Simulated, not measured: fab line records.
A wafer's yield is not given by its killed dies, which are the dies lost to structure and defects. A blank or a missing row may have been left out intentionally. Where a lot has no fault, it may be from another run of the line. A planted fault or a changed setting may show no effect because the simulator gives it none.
fab line records	flow sky130
record lots=7	wafers=21	lastDay=49
route steps=708 shown VIA1@470
lots that met no fault: from a run of the same line without faults
startH: hours from the record's opening day to when the first of the lot's shown wafers began	waitH: how many hours have passed since the lot's step before this one	" unchanged from the row above	L1.1+2: a single row standing in for several wafers	- either no value or no given start	* or withheld: withheld	< > ~ a bound
route shown NAME@n: names a module that has steps shown in the file, with the first one's number in the route	usual: average and standard deviation across the fault-free wafers	same: alike in all rows	chamber/n: place in a boat	sites: the reading at each site	_std_site: standard deviation across them	_edge_site: the outer-site mean with the inner-site mean subtracted	radiusMm: for every site, how far away it sits from the centre of the wafer	mask NAME#n: copy n	behind: the tool/chamber that last shaped the wafer	hold: why the lot went on hold/how many hours it stayed there/how the hold came to an end	device: transistor that didn't switch, given as n, p or np	end of line: the tests these same wafers got at the end of their route	a step without rows: its recipe alone	killed: not the wafer's yield, but the dies lost to structure and defects at the first sort	map: per-die view of a wafer (x killed, . not killed, _ where there is no die)
set.NAME: the run value of the setting; set.NAME@STEP: its run value at that earlier step	model.NAME: the simulator's own value behind a step, which no gauge read
lots at some steps of the route; a table a step, a row a wafer
services: the hour from which a tool's chamber was out of use, counted from the record's first day as startH (under 0 if before that day), plus the number of hours and why
## steps
# step SKY_VIA1_CD_MEAS_12
# recipe targetCdNm=150
# usual cdNm=149.4/1.6
lot.wafer	tool	chamber	startH	waitH	cdNm
L993.1	cdSem-01	-	807.36	-	150.7
L993.2	"	-	"	"	151.1
L993.5	"	-	"	"	151.3
L996.1	cdSem-02	-	821.54	-	149.1
L996.2	"	-	"	"	148.2
L996.6	"	-	"	"	149.1
L999.1	cdSem-02	-	851.63	-	151.5
L999.2	"	-	"	"	152.3
L999.5	"	-	"	"	151.4
L101.1	cdSem-02	-	851.98	-	148.5
L101.3	"	-	"	"	149.4
L101.4	"	-	"	"	148.4
L111.1	cdSem-02	-	927.86	-	146.4
L111.3	"	-	"	"	149.9
L111.4	"	-	"	"	147.3
L112.1	cdSem-01	-	928.59	-	149.9
L112.4	"	-	"	"	150.3
L112.5	"	-	"	"	151.1
L113.1	cdSem-02	-	940.11	-	148.8
L113.5	"	-	"	"	147.4
L113.6	"	-	"	"	147.1
# step SKY_VIA1_OVL_MEAS_13
# usual VIA1_OVL=1/5.7
lot.wafer	tool	chamber	startH	waitH	VIA1_OVL[nm]
L993.1	overlay-02	-	807.48	0.1	-5
L993.2	"	-	"	"	-3
L993.5	"	-	"	"	-4
L996.1	overlay-02	-	821.66	0.1	3
L996.2	"	-	"	"	-2
L996.6	"	-	"	"	-1
L999.1	overlay-02	-	851.75	0.1	-5
L999.2	"	-	"	"	-1
L999.5	"	-	"	"	-3
L101.1	overlay-01	-	852.10	0.1	-5
L101.3	"	-	"	"	-2
L101.4	"	-	"	"	-6
L111.1	overlay-01	-	927.98	0.1	12
L111.3	"	-	"	"	4
L111.4	"	-	"	"	0
L112.1	overlay-02	-	928.71	0.1	-1
L112.4	"	-	"	"	-5
L112.5	"	-	"	"	5
L113.1	overlay-01	-	940.23	0.1	3
L113.5	"	-	"	"	-2
L113.6	"	-	"	"	-7
# step SKY_VIA1_ETCH_14
# recipe chemistry=N2/H2	target=BARC	ionEnergyEv=200	sourceW=500	biasW=100	pressureMtorr=30	n2FlowSccm=100	h2FlowSccm=200	stopOn=SiO2	timeS=45.9	targetDepthA=600
# usual drypumpMotorCurrentA=5.6/0.39	oesProductAu=0.854/0.0049	throttleValvePct=13.226/0.0086
lot.wafer	tool	chamber	startH	waitH	drypumpMotorCurrentA	oesProductAu	rfHoursCounterH	throttleValvePct
L993.1	rieDiel-03	2	807.52	0.0	5.9	0.854	11	13.230
L993.2	"	0	"	"	5.8	0.852	5	13.213
L993.5	"	2	"	"	5.9	0.851	-	13.228
L996.1	rieDiel-03	0	821.70	0.0	5.9	0.843	6	13.242
L996.2	"	2	"	"	5.8	0.859	11	13.219
L996.6	"	2	"	"	5.9	0.849	-	13.232
L999.1	rieDiel-02	2	851.79	0.0	5.7	0.854	14	13.217
L999.2	"	3	"	"	6.1	0.864	10	13.231
L999.5	"	0	"	"	5.1	0.858	-	13.230
L101.1	rieDiel-04	3	852.14	0.0	4.9	0.853	0	13.234
L101.3	"	0	"	"	5.8	0.858	5	13.228
L101.4	"	2	"	"	6.2	0.858	13	13.218
L111.1	rieDiel-04	0	928.02	0.0	5.8	0.855	7	13.223
L111.3	"	3	"	"	4.9	0.855	3	13.220
L111.4	"	2	"	"	6.2	0.850	16	13.216
L112.1	rieDiel-02	0	928.75	0.0	5.1	0.846	11	13.217
L112.4	"	1	"	"	5.5	0.856	10	13.223
L112.5	"	1	"	"	5.5	0.857	-	13.237
L113.1	rieDiel-03	2	940.27	0.0	5.8	0.850	14	13.233
L113.5	"	3	"	"	5.3	0.862	-	13.215
L113.6	"	2	"	"	5.8	0.854	-	13.214
# step SKY_VIA1_ETCH_15
# recipe target=SiO2	chemistry=C4F8/O2/Ar	targetDepthNm=351	stopOn=TiN	maskMaterial=KrF-thick	sourceW=1500	biasW=1200	pressureMtorr=40	c4f8FlowSccm=withheld	O2_flow_sccm=6	Ar_flow_sccm=300	timeS=54
# usual oesProductAu=0.981/0.0063
lot.wafer	tool	chamber	startH	waitH	oesProductAu	rfHoursCounterH
L993.1	rieDiel-03	2	807.56	0.0	0.980	11
L993.2	"	0	"	"	0.970	5
L993.5	"	2	"	"	0.973	-
L996.1	rieDiel-03	0	821.74	0.0	0.966	6
L996.2	"	2	"	"	0.980	11
L996.6	"	2	"	"	0.978	-
L999.1	rieDiel-02	2	851.83	0.0	0.985	14
L999.2	"	3	"	"	0.978	10
L999.5	"	0	"	"	0.976	-
L101.1	rieDiel-04	3	852.18	0.0	0.990	0
L101.3	"	0	"	"	0.979	5
L101.4	"	2	"	"	0.980	13
L111.1	rieDiel-04	0	928.06	0.0	0.984	7
L111.3	"	3	"	"	0.986	3
L111.4	"	2	"	"	0.989	16
L112.1	rieDiel-02	0	928.79	0.0	0.985	11
L112.4	"	1	"	"	0.974	10
L112.5	"	1	"	"	0.970	-
L113.1	rieDiel-03	2	940.31	0.0	0.976	14
L113.5	"	3	"	"	0.994	-
L113.6	"	2	"	"	0.978	-
# step SKY_VIA1_STRIP_16
# recipe chemistry=O2/N2	powerW=1400	pressureMtorr=1500	platenTempC=withheld	o2FlowSccm=3000	n2FlowSccm=300	overashFraction=0.5
# usual drypumpMotorCurrentA=6.0/0.45	oesProductAu=0.415/0.0044	stripTimeToEndpointS=4.459/0.022
# same overashFraction=0.5
lot.wafer	tool	chamber	startH	waitH	drypumpMotorCurrentA	oesProductAu	rfHoursCounterH	stripTimeToEndpointS
L993.1	plasmaAsher-04	1	807.60	0.0	5.6	0.413	101	4.470
L993.2	"	0	"	"	6.0	0.412	101	4.475
L993.5	"	1	"	"	5.6	0.414	-	4.455
L996.1	plasmaAsher-03	0	821.79	0.0	6.3	0.410	66	4.468
L996.2	"	1	"	"	5.9	0.417	66	4.468
L996.6	"	0	"	"	6.3	0.411	-	4.497
L999.1	plasmaAsher-01	1	851.87	0.0	6.7	0.414	10	4.436
L999.2	"	0	"	"	5.6	0.424	10	4.464
L999.5	"	0	"	"	5.6	0.419	-	4.459
L101.1	plasmaAsher-04	1	852.22	0.0	5.6	0.415	106	4.472
L101.3	"	1	"	"	5.6	0.409	-	4.465
L101.4	"	0	"	"	5.9	0.412	-	4.465
L111.1	plasmaAsher-01	0	928.10	0.0	5.6	0.407	18	4.413
L111.3	"	1	"	"	6.7	0.409	-	4.437
L111.4	"	0	"	"	5.6	0.413	-	4.456
L112.1	plasmaAsher-01	1	928.84	0.0	6.8	0.406	18	4.467
L112.4	"	0	"	"	5.6	0.409	-	4.492
L112.5	"	1	"	"	6.7	0.415	-	4.504
L113.1	plasmaAsher-03	0	940.35	0.0	6.3	0.418	78	4.525
L113.5	"	0	"	"	6.3	0.416	-	4.467
L113.6	"	1	"	"	5.9	0.422	-	4.484
# step SKY_VIA1_STRIP_17
# recipe chemistry=postEtchResidueRemover	timeS=1200	tempC=72.5
# step SKY_VIA1_CLEAN_18
# recipe chemistry=IPA	timeS=180	tempC=25
# step SKY_VIA1_CLEAN_19
# recipe chemistry=O3/DIW	dry=n2Spin
# step SKY_VIA1_SPUTTER_20
# recipe material=TiN	targetThkNm=20	chamberPressurePa=5	powerW=4000	timeS=80
# usual throttleValvePct=30.1/1.1
lot.wafer	tool	chamber	startH	waitH	throttleValvePct
L993.1	pvdSputter-01	-	808.20	0.0	28.3
L993.2	"	-	"	"	32.2
L993.5	"	-	"	"	32.0
L996.1	pvdSputter-01	-	822.42	0.0	32.0
L996.2	"	-	"	"	30.2
L996.6	"	-	"	"	28.5
L999.1	pvdSputter-01	-	852.48	0.0	32.2
L999.2	"	-	"	"	28.7
L999.5	"	-	"	"	28.5
L101.1	pvdSputter-02	-	852.82	0.0	30.0
L101.3	"	-	"	"	30.9
L101.4	"	-	"	"	31.0
L111.1	pvdSputter-04	-	928.70	0.0	30.7
L111.3	"	-	"	"	29.6
L111.4	"	-	"	"	29.5
L112.1	pvdSputter-02	-	929.43	0.0	31.2
L112.4	"	-	"	"	29.8
L112.5	"	-	"	"	28.7
L113.1	pvdSputter-02	-	940.95	0.0	28.4
L113.5	"	-	"	"	28.3
L113.6	"	-	"	"	31.6
# step SKY_VIA1_CVD_21
# recipe material=W	targetThkNm=270	timeS=80.902	tempC=400	pressureTorr=40
# usual chamberPressureTorr=40.00/0.091	heaterPowerW=920/56
lot.wafer	tool	chamber	startH	waitH	chamberPressureTorr	heaterPowerW
L993.1	cvdW-01	0	808.26	0.0	40.00	936
L993.2	"	1	"	"	39.99	898
L993.5	"	0	"	"	40.03	950
L996.1	cvdW-01	0	822.48	0.0	39.79	933
L996.2	"	1	"	"	40.03	887
L996.6	"	1	"	"	39.92	887
L999.1	cvdW-01	1	852.54	0.0	40.05	873
L999.2	"	0	"	"	40.17	940
L999.5	"	1	"	"	40.02	879
L101.1	cvdW-02	0	852.88	0.0	40.05	912
L101.3	"	1	"	"	40.06	985
L101.4	"	0	"	"	40.13	892
L111.1	cvdW-01	0	928.76	0.0	40.04	913
L111.3	"	1	"	"	39.96	811
L111.4	"	0	"	"	40.04	897
L112.1	cvdW-01	1	929.49	0.0	40.08	817
L112.4	"	0	"	"	40.18	892
L112.5	"	1	"	"	40.02	806
L113.1	cvdW-01	0	941.01	0.0	40.08	915
L113.5	"	1	"	"	40.19	798
L113.6	"	0	"	"	39.91	886
# step SKY_VIA1_RS_MEAS_22
# recipe thkMeasGauge=four-point-probe	reads=W_of_VIA1_CVD_21+TiN_of_VIA1_SPUTTER_20
# usual VIA1_W_RS=0.425/0.0052
lot.wafer	tool	chamber	startH	waitH	VIA1_W_RS[ohm/sq]
L993.1	filmMetro-01	-	808.35	0.1	0.430
L993.2	"	-	"	"	0.424
L993.5	"	-	"	"	0.428
L996.1	filmMetro-01	-	822.57	0.1	0.429
L996.2	"	-	"	"	0.417
L996.6	"	-	"	"	0.419
L999.1	filmMetro-01	-	852.63	0.1	0.432
L999.2	"	-	"	"	0.439
L999.5	"	-	"	"	0.432
L101.1	filmMetro-03	-	852.97	0.1	0.425
L101.3	"	-	"	"	0.418
L101.4	"	-	"	"	0.427
L111.1	filmMetro-03	-	928.85	0.1	0.417
L111.3	"	-	"	"	0.417
L111.4	"	-	"	"	0.416
L112.1	filmMetro-04	-	929.58	0.1	0.427
L112.4	"	-	"	"	0.422
L112.5	"	-	"	"	0.421
L113.1	filmMetro-03	-	941.10	0.1	0.420
L113.5	"	-	"	"	0.422
L113.6	"	-	"	"	0.423
# step SKY_VIA1_THK_MEAS_23
# recipe thkMeasGauge=xrf	reads=W_of_VIA1_CVD_21
# usual VIA1_W_THK=266/3.4
lot.wafer	tool	chamber	startH	waitH	VIA1_W_THK[nm]
L993.1	filmMetro-01	-	808.47	0.1	263
L993.2	"	-	"	"	265
L993.5	"	-	"	"	265
L996.1	filmMetro-01	-	822.69	0.1	265
L996.2	"	-	"	"	274
L996.6	"	-	"	"	270
L999.1	filmMetro-01	-	852.75	0.1	263
L999.2	"	-	"	"	259
L999.5	"	-	"	"	263
L101.1	filmMetro-03	-	853.09	0.1	263
L101.3	"	-	"	"	268
L101.4	"	-	"	"	262
L111.1	filmMetro-03	-	928.97	0.1	270
L111.3	"	-	"	"	269
L111.4	"	-	"	"	271
L112.1	filmMetro-04	-	929.70	0.1	265
L112.4	"	-	"	"	267
L112.5	"	-	"	"	270
L113.1	filmMetro-03	-	941.22	0.1	267
L113.5	"	-	"	"	267
L113.6	"	-	"	"	267
# step SKY_VIA1_CMP_24
# recipe stopOn=SiO2	tOverpolishS=15	downForcePsi=3.5	platenRpm=60	targetThkNm=0	padVelocityMS=0.94248
# usual edgeZonePressureFrac=1.000/0.0053	headPressurePsi=3.500/0.0082	motorCurrentA=11.3/1.2	overpolishRunS=15.000/0.0091	retainingRingPressureFrac=1.000/0.0053	timeToEndpointS=66/4.5
lot.wafer	tool	chamber	startH	waitH	edgeZonePressureFrac	headPressurePsi	motorCurrentA	overpolishRunS	retainingRingPressureFrac	timeToEndpointS	model.W_of_VIA1_CVD_21.thkNm	model.SiO2_of_VIA1_HDPCVD_00.thkNm
L993.2	cmp-02	2	808.63	0.1	1.001	3.508	10.9	14.994	1.003	65	0	338.3
L993.1	"	3	"	"	1.000	3.499	11.1	14.993	1.001	63	0	340
L993.5	"	1	"	"	1.000	3.515	11.8	15.005	0.992	60	0	342.7
L996.1	cmp-01	3	822.85	0.1	0.997	3.502	8.9	14.994	0.995	57	0	340
L996.2	"	0	"	"	0.993	3.505	13.5	14.984	1.000	65	0	340.2
L996.6	"	2	"	"	1.007	3.509	9.4	15.006	0.996	68	0	340.7
L999.2	cmp-01	2	852.86	0.1	1.004	3.505	9.9	14.997	1.003	68	0	340.4
L999.1	"	3	"	"	1.000	3.494	9.0	15.006	1.000	57	0	341.1
L999.5	"	2	"	"	0.999	3.509	10.4	15.000	1.004	71	0	340.7
L101.3	cmp-02	0	853.15	0.0	0.992	3.491	10.1	15.003	1.003	66	0	342.8
L101.4	"	2	"	"	0.995	3.505	10.7	15.009	0.995	72	0	339.8
L101.1	"	3	"	"	1.003	3.486	11.0	14.997	0.995	67	0	344.5
L111.1	cmp-02	3	929.03	0.1	-	-	-	-	-	-	275.7	346.8
L111.4	"	1	"	"	-	-	-	-	-	-	276.3	345.1
L111.3	"	2	"	"	-	-	-	-	-	-	275.8	345.7
L112.4	cmp-02	1	930.03	0.3	-	-	-	-	-	-	272.7	345.3
L112.1	"	2	"	"	-	-	-	-	-	-	270.1	344.8
L112.5	"	3	"	"	-	-	-	-	-	-	273.4	345.7
L113.1	cmp-01	0	941.33	0.1	-	-	-	-	-	-	274.5	343.4
L113.5	"	3	"	"	-	-	-	-	-	-	273.1	347.1
L113.6	"	0	"	"	-	-	-	-	-	-	272.4	345.3
## services
tool	chamber	startH	hours	kind
rieDiel-02	3	789.02	4.9	repair
cvdW-01	1	789.14	8.0	repair
rieDiel-03	1	789.45	10.2	repair
cmp-01	-	793.39	4.0	pm
rieDiel-03	-	799.24	0.5	repair
pvdSputter-01	-	809.19	6.6	repair
cvdW-01	-	812.46	0.5	repair
rieDiel-03	1	824.19	14.5	repair
rieDiel-02	0	835.49	1.5	repair
plasmaAsher-01	-	841.53	2.8	pm
cmp-02	-	849.64	0.9	repair
rieDiel-02	-	867.90	14.6	pm
rieDiel-04	1	882.73	1.8	repair
rieDiel-04	-	891.03	0.4	repair
rieDiel-02	1	896.29	9.5	repair
cvdW-01	-	904.00	14.0	pm
cmp-02	-	911.36	7.0	pm
cmp-02	-	918.36	5.7	pm
rieDiel-04	3	923.91	3.2	repair
cmp-02	-	924.04	4.0	pm
pvdSputter-01	-	924.37	6.0	repair
cmp-01	-	928.04	5.0	pm
pvdSputter-02	-	931.45	1.9	repair
rieDiel-04	-	938.56	2.6	repair
## key
firstSign step=SKY_VIA1_CMP_24	reading=toolRecord	direction=missing
effect none on later readings
modelEffect step=SKY_VIA1_CMP_24	value=W_of_VIA1_CVD_21.thkNm	without=0	struck=273.8
metAt SKY_VIA1_CMP_24
struckWafers L111.1,L111.3,L111.4,L112.1,L112.4,L112.5,L113.1,L113.5,L113.6
laterRowsLeftOut L111.1,L111.3,L111.4,L112.1,L112.4,L112.5,L113.1,L113.5,L113.6
sortLeftOut L111.1,L111.3,L111.4,L112.1,L112.4,L112.5,L113.1,L113.5,L113.6
onsetBetween 853.15 929.03
fault kind=skippedStepWhole	tool=cmp-01,cmp-02	chamber=-	onsetH=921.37	steps=SKY_VIA1_CMP_24	scope=struckLotsOnly
# sortLeftOut: the simulated sort isn't trusted on such a fault, so these wafers' sort isn't shown, and their yield isn't known
# laterRowsLeftOut: the simulator's readings of these wafers behind a module that went badly wrong aren't trusted and aren't shown, but for the sort
